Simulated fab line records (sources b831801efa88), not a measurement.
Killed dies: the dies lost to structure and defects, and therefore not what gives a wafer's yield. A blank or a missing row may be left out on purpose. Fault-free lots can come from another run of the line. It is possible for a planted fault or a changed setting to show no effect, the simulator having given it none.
Which tool did it? | flow sky130 | 14 lots, 42 wafers sampled, at 5 steps of a route of 708

## WHAT THE GAUGES SHOWED, per wafer
SKY_VT_ADJUST_LVTN_OVL_MEAS_07.
lot  | measured     | on         | VT_ADJUST_LVTN_OVL (nm)
L892 | day 7 00:13  | overlay-01 | -1.3 -0.1 0.6
L893 | day 7 04:59  | overlay-01 | -0.4 -1.0 -1.2
L894 | day 7 12:40  | overlay-01 | 0.6 1.3 -1.0
L895 | day 7 19:25  | overlay-02 | 0.2 1.2 2.0
L898 | day 8 13:40  | overlay-02 | 1.0 0.1 1.0
L899 | day 8 21:45  | overlay-01 | -0.2 1.7 1.7
L900 | day 9 05:22  | overlay-01 | 2.0 2.8 2.6
L901 | day 9 08:55  | overlay-01 | 1.9 1.7 2.1
L902 | day 9 16:29  | overlay-01 | 0.5 0.0 -0.4
L903 | day 9 22:08  | overlay-02 | -1.8 -2.0 -2.3
L906 | day 10 17:42 | overlay-01 | 3.1 3.7 2.3
L911 | day 12 10:41 | overlay-02 | 2.5 1.4 1.5
L912 | day 12 11:02 | overlay-01 | -3.9 -2.8 -1.6
L913 | day 12 19:46 | overlay-01 | -0.4 1.0 1.1

SKY_VT_ADJUST_PCH_TW_MEAS_10.
lot  | measured     | on            | VT_ADJUST_PCH_TW
L892 | day 10 13:25 | film_metro-03 | 140.7 139.3 140.1
L893 | day 10 19:52 | film_metro-01 | 143.6 143.3 143.9
L894 | day 11 04:15 | film_metro-02 | 143.5 143.4 142.7
L895 | day 11 12:50 | film_metro-03 | 140.6 140.2 140.4
L898 | day 12 10:16 | film_metro-03 | 140.6 140.2 140.9
L899 | day 12 18:48 | film_metro-01 | 143.5 143.4 144.1
L900 | day 13 07:33 | film_metro-01 | 143.1 143.9 143.6
L901 | day 13 08:13 | film_metro-01 | 144.2 143.4 143.2
L902 | day 13 17:17 | film_metro-02 | 142.7 142.6 142.7
L903 | day 14 00:05 | film_metro-01 | 144.6 144.6 145.6
L906 | day 14 21:32 | film_metro-01 | 145.3 145.5 145.3
L911 | day 16 19:22 | film_metro-02 | 142.3 142.4 143.9
L912 | day 16 19:54 | film_metro-02 | 143.4 142.6 142.4
L913 | day 17 06:20 | film_metro-02 | 144.0 143.6 144.2

SKY_SONOS_ONO_THK_MEAS_05.
lot  | measured     | on            | SONOS_ONO_CVD_04_THK (nm)
L892 | day 11 20:28 | film_metro-04 | 5.81 5.80 5.72
L893 | day 12 00:52 | film_metro-04 | 5.75 5.70 5.67
L894 | day 12 09:17 | film_metro-04 | 5.70 5.74 5.69
L895 | day 12 17:49 | film_metro-04 | 5.55 5.52 5.49
L898 | day 13 15:35 | film_metro-01 | 5.76 5.67 5.63
L899 | day 14 05:31 | film_metro-01 | 5.55 5.53 5.63
L900 | day 14 23:23 | film_metro-01 | 5.78 5.81 5.82
L901 | day 14 23:27 | film_metro-04 | 5.67 5.68 5.50
L902 | day 15 02:28 | film_metro-04 | 5.54 5.58 5.64
L903 | day 15 07:47 | film_metro-01 | 5.73 5.78 5.69
L906 | day 16 06:20 | film_metro-03 | 5.70 5.66 5.55
L911 | day 18 05:18 | film_metro-04 | 4.86 4.83 4.81
L912 | day 18 06:52 | film_metro-04 | 4.68 4.70 4.63
L913 | day 18 17:50 | film_metro-04 | 4.76 4.82 4.75

SKY_LDD_HVN_OVL_MEAS_07.
lot  | measured     | on         | LDD_HVN_OVL (nm)
L892 | day 20 11:34 | overlay-01 | -1.1 -0.4 -0.2
L893 | day 21 01:07 | overlay-01 | 2.1 2.5 2.0
L894 | day 21 01:53 | overlay-01 | -0.4 -1.2 -0.4
L895 | day 21 15:33 | overlay-01 | 0.3 -0.9 0.3
L898 | day 22 15:18 | overlay-02 | -2.2 -1.1 -2.2
L899 | day 23 07:24 | overlay-01 | -1.7 -2.4 -1.9
L900 | day 24 01:19 | overlay-02 | -0.4 0.1 -0.3
L901 | day 24 02:50 | overlay-01 | -2.1 -3.5 -2.5
L902 | day 24 06:50 | overlay-01 | -1.0 -2.0 -1.5
L903 | day 24 12:48 | overlay-01 | 0.3 1.5 1.9
L906 | day 25 17:21 | overlay-02 | -1.9 -1.2 -2.3
L911 | day 27 10:25 | overlay-02 | -0.7 0.2 0.6
L912 | day 27 12:34 | overlay-01 | 1.9 2.1 0.1
L913 | day 27 21:26 | overlay-02 | -1.7 -1.7 -0.9

## WHAT TOOL EACH LOT RAN ON (gives the tool, then ch and the chambers of the sampled wafers, and finally the start)
lot  | SKY_SONOS_ONO_CVD_04
L892 | lpcvd-03 ch 1, day 11 19:13
L893 | lpcvd-03 ch 1, day 11 23:35
L894 | lpcvd-03 ch 1, day 12 08:02
L895 | lpcvd-03 ch 1, day 12 16:34
L898 | lpcvd-03 ch 0, day 13 14:20
L899 | lpcvd-03 ch 1, day 14 04:16
L900 | lpcvd-03 ch 0, day 14 22:08
L901 | lpcvd-03 ch 0, day 14 22:08
L902 | lpcvd-03 ch 1, day 15 01:13
L903 | lpcvd-03 ch 0, day 15 06:32
L906 | lpcvd-03 ch 0, day 16 05:04
L911 | lpcvd-03 ch 0, day 18 04:03
L912 | lpcvd-03 ch 0, day 18 05:37
L913 | lpcvd-03 ch 1, day 18 16:35
- SKY_SONOS_ONO_CVD_04: deposits SiO2 from SiH4/N2O, target thk 5.7199 nm.

## WHAT THE TOOLS THEMSELVES READ (means of the sampled wafers that have a number; where no wafer has one, the mark that the record gives instead)
SKY_SONOS_ONO_CVD_04.
lot  | tool     | spike_tc_top_C (C) | spike_tc_upper_C (C)
L892 | lpcvd-03 | 911.5              | 901.1
L893 | lpcvd-03 | 911.1              | 901.8
L894 | lpcvd-03 | 910.5              | 901.1
L895 | lpcvd-03 | 910.8              | 901.5
L898 | lpcvd-03 | 912.7              | 899.0
L899 | lpcvd-03 | 911.7              | 901.4
L900 | lpcvd-03 | 913.6              | 899.5
L901 | lpcvd-03 | 912.8              | 899.3
L902 | lpcvd-03 | 910.8              | 901.9
L903 | lpcvd-03 | 913.2              | 898.9
L906 | lpcvd-03 | 913.2              | 898.2
L911 | lpcvd-03 | 913.2              | 898.9
L912 | lpcvd-03 | 911.9              | 899.7
L913 | lpcvd-03 | 910.6              | 901.2

## THE ANSWER, worked out from the rows above alone
Rule: what is usual is taken from the lots themselves. Put in order of their means at a reading, lots are off if they are a third of the lots or fewer, leave a main group of 4 or more, and stand apart from it by a gap of 3 or more times the standard deviation of the main group's means; of several such gaps the widest counts. A main group is skipped when, at the precision printed for the reading in the tables above, its means are all equal. Also off: a lot with no number at a reading for which 4 or more lots have one. All remaining lots with rows at the step are treated as sound. Order of review: gauges by route order, followed by the tools' own readings, for which a lot's mean as printed above is used. At the first step where some lot is off, the reading lying furthest off is the one used; lots without a number count as furthest.
Off: L911, L912, L913, at SKY_SONOS_ONO_THK_MEAS_05 (SONOS_ONO_CVD_04_THK). The main group: mean 5.67 nm, standard deviation 0.085.
If a tool, at a process step before that reading, ran all the lots that are off and no sound lot after the first of them, it fits. Those tools and the gauges at SKY_SONOS_ONO_THK_MEAS_05 are tried in the same way. 2 tools fit, lpcvd-03 at SKY_SONOS_ONO_CVD_04 and film_metro-04 at SKY_SONOS_ONO_THK_MEAS_05, so this cannot tell which one it is.

## WHAT THE SIMULATOR HAD PUT IN
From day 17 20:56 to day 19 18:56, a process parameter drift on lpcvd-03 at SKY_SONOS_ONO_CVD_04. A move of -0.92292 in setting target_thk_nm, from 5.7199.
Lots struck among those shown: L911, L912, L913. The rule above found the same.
